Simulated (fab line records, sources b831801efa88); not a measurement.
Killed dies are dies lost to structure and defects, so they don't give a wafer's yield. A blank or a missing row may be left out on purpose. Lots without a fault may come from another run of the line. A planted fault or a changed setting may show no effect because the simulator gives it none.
fab line records | flow sky130
record lots=4 wafers=12 last_day=49
route steps=708 shown LOCAL_INTERCONNECT@400 CONTACT@406 METAL1@434 PAD_OPEN@708
lots that met no fault: from a run of the same line without faults
start_h: hours from the record's first day to the start of the lot's first wafer shown | wait_h: hours since the lot's step before | " the same as in the row above | L1.1+2: a row that stands for several wafers | - no value, or no start given | * or withheld: withheld | < > ~ a bound
route shown NAME@n: a module of which the file shows steps, and the number in the route of the first | usual: mean/standard deviation of fault-free wafers | same: alike in all rows | chamber/n: place in a boat | sites: the reading at each site | _std_site: their standard deviation | _edge_site: outer sites' mean less inner sites' | radius_mm: how far each site lies from the wafer's centre | mask NAME#n: copy n | behind: the tool/chamber that last shaped the wafer | hold: why the lot was held/for how many hours/how that ended | device: the transistor (n, p or np) that didn't switch | end of line: the same wafers' tests at the end of the route | a step without rows: its recipe alone | killed: dies lost to structure and defects at the first sort, not the wafer's yield | map: a wafer's dies, x killed, . not, _ none there
set.NAME: the setting as run; set.NAME@STEP: as run at that earlier step | model.NAME: the simulator's own value behind a step, which no gauge read
lots at some steps of the route; a table a step, a row a wafer
services: from which hour (start_h, from the record's first day; less than 0 if before it) a tool's chamber was out of use, for how many hours, and why
## steps
# step SKY_LOCAL_INTERCONNECT_ETCH_13
# recipe chemistry=N2/H2 target=BARC ion_energy_ev=200 bias_w=100 pressure_mtorr=30 n2_flow_sccm=100 h2_flow_sccm=200 icp_w=500 stop_on=SiO2 time_s=45.9 target_depth_a=600
# step SKY_LOCAL_INTERCONNECT_METAL_ETCH_14
# recipe target_depth_nm=110 stop_on=PSG chemistry=Cl2/BCl3 target=TiN resist_sidewall_deg=88 pressure_mtorr=10 icp_w=900 bias_w=48.5 Cl2_flow_sccm=60 bcl3_flow_sccm=30 time_s=31.4
# step SKY_LOCAL_INTERCONNECT_STRIP_15
# recipe chemistry=O2/N2 power_w=1400 pressure_mtorr=1500 platen_temp_c=withheld o2_flow_sccm=3000 n2_flow_sccm=300 overash_fraction=0.5
# step SKY_LOCAL_INTERCONNECT_STRIP_16
# recipe chemistry=post_etch_residue_remover time_s=1200 temp_c=72.5
# step SKY_LOCAL_INTERCONNECT_CLEAN_17
# recipe chemistry=IPA time_s=180 temp_c=25
# step SKY_LOCAL_INTERCONNECT_CLEAN_18
# recipe chemistry=O3/DIW dry=n2_spin
# step SKY_CONTACT_CVD_00
# recipe material=Si3N4 target_thk_nm=75 temp_c=400 time_s=withheld rf_w=450
# step SKY_CONTACT_HDPCVD_02
# recipe material=SiO2 target_thk_nm=565 sigma_open_frac=0.3 time_s=94.2 temp_c=600 sih4_flow_sccm=60 pressure_mtorr=6
# step SKY_CONTACT_CMP_04
# recipe material=SiO2 down_force_psi=4 platen_rpm=60 pad_velocity_m_s=0.94248
# usual motor_current_A=12.0/0.89 slurry_flow_ml_min=149.9/0.47 time_to_endpoint_s=85/4.9
# columns lot.wafer tool chamber start_h wait_h motor_current_A slurry_flow_ml_min time_to_endpoint_s model.SiO2_of_CONTACT_HDPCVD_02.thk_nm
L541.3 cmp-01 1 760.08 0.0 11.2 150.1 89 305.3
L541.5 " 1 " " 10.8 149.2 81 338.2
L541.6 " 2 " " 12.7 149.9 83 341
L542.2 cmp-01 0 767.36 0.0 12.3 150.0 77 337.9
L542.3 " 1 " " 10.9 149.5 92 304.6
L542.1 " 2 " " 12.6 149.8 100 304.7
L552.2 cmp-02 2 840.93 0.2 11.9 149.9 88 340.7
L552.6 " 0 " " 12.2 150.2 95 340.7
L552.5 " 1 " " 11.6 149.4 85 339.4
L555.3 cmp-01 0 860.67 0.1 13.3 149.7 79 338.6
L555.2 " 1 " " 12.0 150.5 78 338.2
L555.6 " 2 " " 12.6 149.0 82 338.9
# step SKY_CONTACT_DEHYDRATE_06
# recipe temp_c=200 time_s=60
# step SKY_CONTACT_HMDS_07
# recipe prime_time_s=60 prime_temp_c=120
# step SKY_CONTACT_COAT_08
# recipe resist=BARC temp_c=withheld time_s=withheld spin_rpm=3000 resist_thk_nm=60
# step SKY_CONTACT_COAT_09
# recipe resist=KrF-thick spin_rpm=3000 resist_thk_nm=450
# step SKY_CONTACT_SOFTBAKE_10
# recipe temp_c=100 time_s=90 resist=KrF-thick
# step SKY_CONTACT_EXPOSE_11
# recipe mask_id=CTM1 na=0.8 source_shape=annular sigma_inner=0.55 sigma_outer=0.85 target_cd_nm=170 dose_mj=38
# step SKY_CONTACT_PEB_12
# recipe peb_temp_c=withheld peb_time_s=withheld resist=KrF-thick
# step SKY_CONTACT_DEVELOP_13
# recipe develop_time_s=60 resist=KrF-thick dev_temp_c=21
# step SKY_CONTACT_ETCH_16
# recipe chemistry=N2/H2 target=BARC ion_energy_ev=200 source_w=500 bias_w=100 pressure_mtorr=30 n2_flow_sccm=100 h2_flow_sccm=200 stop_on=SiO2 time_s=45.9 target_depth_a=600
# step SKY_CONTACT_ETCH_17
# recipe target=SiO2 chemistry=C4F8/O2/Ar stop_on=Si3N4 mask_material=KrF-thick source_w=1500 bias_w=1200 pressure_mtorr=40 c4f8_flow_sccm=withheld O2_flow_sccm=6 Ar_flow_sccm=300 time_s=withheld target_depth_a=3400
# usual oes_product_au=0.892/0.0055
# columns lot.wafer tool chamber start_h wait_h oes_product_au model.etch.depth_nm model.CONTACT.feature_depth_nm
L541.3 rie_diel-03 3 787.44 0.0 0.834 305.3 305.3
L541.5 " 3 " " 0.880 338.2 338.2
L541.6 " 0 " " 0.889 341 341
L542.1 rie_diel-04 1 794.03 0.0 0.842 304.7 304.7
L542.2 " 2 " " 0.896 337.9 337.9
L542.3 " 0 " " 0.835 304.6 304.6
L552.2 rie_diel-03 1 867.44 0.0 0.890 340.7 340.7
L552.5 " 3 " " 0.891 339.4 339.4
L552.6 " 0 " " 0.897 340.7 340.7
L555.2 rie_diel-04 2 886.58 0.0 0.896 338.2 338.2
L555.3 " 0 " " 0.890 338.6 338.6
L555.6 " 1 " " 0.891 338.9 338.9
# step SKY_CONTACT_ETCH_18
# recipe target=Si3N4 chemistry=CHF3/O2 stop_on=TiN source_w=600 bias_w=200 pressure_mtorr=40 chf3_flow_sccm=50 O2_flow_sccm=5 time_s=39 target_depth_a=750
# step SKY_CONTACT_STRIP_19
# recipe chemistry=O2/N2 power_w=1400 pressure_mtorr=1500 platen_temp_c=withheld o2_flow_sccm=3000 n2_flow_sccm=300 overash_fraction=0.5
# step SKY_CONTACT_STRIP_20
# recipe chemistry=post_etch_residue_remover time_s=1200 temp_c=72.5
# step SKY_CONTACT_CLEAN_21
# recipe chemistry=IPA time_s=180 temp_c=25
# step SKY_CONTACT_CLEAN_22
# recipe chemistry=O3/DIW dry=n2_spin
# step SKY_CONTACT_SPUTTER_23
# recipe material=TiN target_thk_nm=20 chamber_pressure_pa=5 power_w=4000 time_s=80
# step SKY_CONTACT_CVD_24
# recipe material=W target_thk_nm=340 time_s=102.12 temp_c=400 pressure_torr=40
# step SKY_CONTACT_CMP_27
# recipe stop_on=SiO2 t_overpolish_s=15 down_force_psi=3.5 platen_rpm=60 target_thk_nm=0 pad_velocity_m_s=0.94248
# step SKY_METAL1_SPUTTER_00
# recipe material=Ti target_thk_nm=15 power_w=3000 time_s=10 chamber_pressure_pa=0.4
# step SKY_METAL1_SPUTTER_01
# recipe material=TiN target_thk_nm=20 power_w=6500 time_s=16.7 chamber_pressure_pa=0.4
# step SKY_METAL1_SPUTTER_02
# recipe material=AlCu target_thk_nm=250 power_w=10600 time_s=13.3 chamber_pressure_pa=0.4
# step SKY_METAL1_SPUTTER_03
# recipe material=Ti target_thk_nm=5 power_w=3000 time_s=3.3 chamber_pressure_pa=0.4
# step SKY_METAL1_SPUTTER_04
# recipe material=TiN target_thk_nm=70 power_w=6500 time_s=58.3 chamber_pressure_pa=0.4
# step SKY_METAL1_METAL_ETCH_19
# recipe target_depth_a=3600 stop_on=SiO2 over_etch_frac=0.3 time_s=78 chemistry=Cl2/BCl3 resist_sidewall_deg=88 pressure_mtorr=10 icp_w=900 bias_w=48.5 Cl2_flow_sccm=60 bcl3_flow_sccm=30
# usual drypump_motor_current_A=6.0/0.38 mfc_cl2_sccm=59.99/0.17 oes_product_au=0.855/0.0063 throttle_valve_pct=22.264/0.0081
# columns lot.wafer tool chamber start_h wait_h drypump_motor_current_A mfc_cl2_sccm oes_product_au rf_hours_counter_h throttle_valve_pct model.SiO2_of_CONTACT_HDPCVD_02.thk_nm
L541.3 rie_metal-02 1 816.30 0.1 6.5 59.83 0.863 - 22.272 291.3
L541.5 " 1 " " 6.5 60.04 0.866 - 22.269 324.3
L541.6 " 0 " " 5.8 60.35 0.854 - 22.248 326.9
L542.1 rie_metal-04 0 822.52 0.1 5.8 60.08 0.851 18 22.247 290.6
L542.2 " 0 " " 5.8 59.76 0.853 - 22.267 323.7
L542.3 " 0 " " 5.8 59.85 0.856 - 22.270 290.4
L552.2 rie_metal-04 0 894.44 0.0 5.8 59.88 0.866 0 22.274 326.3
L552.5 " 0 " " 5.8 59.86 0.863 - 22.259 324.9
L552.6 " 1 " " 5.4 60.13 0.861 - 22.261 326.4
L555.2 rie_metal-02 1 913.94 0.0 6.6 59.97 0.845 18 22.259 324.3
L555.3 " 1 " " 6.5 59.83 0.850 - 22.273 324.6
L555.6 " 0 " " 5.8 60.11 0.864 - 22.260 324.8
# step SKY_PAD_OPEN_PROBE_99
# usual killed_at_M0_to_M3=43/7.3 killed_at_M4_up=3.1/1.7 killed_at_contacts=25/5.3 killed_at_front_end=14/4.1 killed_at_other=0.3/0.56 killed_dies=85/9.4 killed_on_rim=17/4 killed_open=46/7.4 killed_short=38/5.8
# same gross_dies=492 killed_at_back_side=0
# columns lot.wafer tool chamber start_h wait_h killed_at_M0_to_M3 killed_at_M4_up killed_at_contacts killed_at_front_end killed_at_other killed_dies killed_on_rim killed_open killed_short
L542.1 prober-02 - 1121.75 0.1 41 3 22 18 1 85 19 41 44
L542.2 prober-02 - 1121.80 0.1 45 2 24 12 0 83 14 47 35
L542.3 prober-02 - 1121.85 0.2 47 2 17 12 0 78 14 45 32
L555.2 prober-01 - 1185.35 0.1 32 2 28 14 0 76 12 40 36
L555.3 prober-01 - 1185.40 0.2 26 1 17 17 0 61 6 33 28
L555.6 prober-01 - 1185.55 0.2 47 6 27 15 0 95 16 54 41
# killed by level:class
L542.1 FIELD_ISO:geometric_particle:open=8 LI_CONTACT:geometric_particle:open=7 FIELD_ISO:geometric_particle:short=6 LOCAL_INTERCONNECT:geometric_particle:short=6 METAL1:geometric_particle:short=6 VIA1:geometric_particle:short=6 VIA1:geometric_particle:open=6 CONTACT:geometric_particle:short=5
L542.2 VIA3:geometric_particle:open=9 VIA1:geometric_particle:open=8 FIELD_ISO:geometric_particle:open=6 CONTACT:geometric_particle:open=6 VIA1:geometric_particle:short=6 LI_CONTACT:geometric_particle:open=5 LOCAL_INTERCONNECT:geometric_particle:short=5 METAL3:geometric_particle:short=4
L542.3 VIA1:geometric_particle:open=10 VIA3:geometric_particle:open=8 LI_CONTACT:geometric_particle:open=6 CONTACT:geometric_particle:short=6 VIA2:geometric_particle:open=6 METAL2:geometric_particle:short=5 FIELD_ISO:geometric_particle:short=4 METAL1:geometric_particle:short=4
L555.2 CONTACT:geometric_particle:open=10 LI_CONTACT:geometric_particle:open=8 METAL1:geometric_particle:short=8 VIA2:geometric_particle:open=7 VIA1:geometric_particle:open=6 VIA1:geometric_particle:short=5 POLY_GATE:geometric_particle:short=5 CONTACT:geometric_particle:short=5
L555.3 POLY_GATE:geometric_particle:open=9 CONTACT:geometric_particle:open=6 METAL1:geometric_particle:short=6 VIA3:geometric_particle:open=5 CONTACT:geometric_particle:short=4 VIA1:geometric_particle:open=4 LI_CONTACT:geometric_particle:short=3 FIELD_ISO:geometric_particle:short=2
L555.6 VIA1:geometric_particle:open=13 VIA2:geometric_particle:open=10 CONTACT:geometric_particle:open=9 LI_CONTACT:geometric_particle:open=7 VIA2:geometric_particle:short=7 METAL1:geometric_particle:short=6 CONTACT:geometric_particle:short=6 POLY_GATE:geometric_particle:short=4
## services
# columns tool chamber start_h hours kind
cmp-01 - 744.11 4.0 pm
cmp-01 - 747.65 1.1 repair
cmp-01 - 748.11 - consumable_replace:conditioner
cmp-01 - 748.11 - consumable_replace:pad
cmp-01 - 761.06 4.8 pm
cmp-02 - 762.19 2.6 repair
rie_diel-04 - 774.05 2.8 pm
rie_metal-04 1 776.72 88.2 repair
rie_diel-03 2 781.63 - clean
rie_diel-03 2 781.63 24.5 scheduled_down
rie_diel-03 2 781.63 24.5 vent_cycle
rie_metal-02 - 785.29 1.4 pm
rie_metal-02 - 788.63 0.6 repair
cmp-02 - 812.50 12.4 pm
cmp-02 - 831.38 0.6 repair
rie_metal-02 0 846.87 - clean
rie_metal-02 0 846.87 14.5 scheduled_down
rie_metal-02 0 846.87 14.5 vent_cycle
cmp-02 - 846.90 5.6 pm
cmp-01 - 874.98 3.9 repair
rie_diel-04 - 892.11 28.1 pm
cmp-01 - 894.80 0.4 repair
rie_metal-04 - 904.11 0.2 repair
cmp-02 - 913.47 4.0 pm
## key
first_sign step=SKY_CONTACT_ETCH_17 reading=oes_product_au direction=down sigmas=10 usual=0.892 struck=0.837
effect none on later readings
model_effect step=SKY_CONTACT_CMP_04 value=SiO2_of_CONTACT_HDPCVD_02.thk_nm without=338.9 struck=304.9
model_effect step=SKY_CONTACT_ETCH_17 value=etch.depth_nm without=338.9 struck=304.9
model_effect step=SKY_METAL1_METAL_ETCH_19 value=SiO2_of_CONTACT_HDPCVD_02.thk_nm without=324.8 struck=290.8
met_at SKY_CONTACT_CMP_04
struck_wafers L541.3,L542.1,L542.3
tester_left_out L541,L542
fault kind=process_parameter_drift tool=cmp-01 chamber=- onset_h=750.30 steps=SKY_CONTACT_CMP_04 channel=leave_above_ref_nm offset=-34 shape=step end_h=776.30 scope=struck_wafers_only acts_in=these_recipes_only stated=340
# tester_left_out: of these lots the tester's yield and bins aren't shown, on N5 and GAA mostly nor the transistor test; their killed dies are dies lost to structure and defects alone, not to doping, threshold or leakage, so they don't give the yield
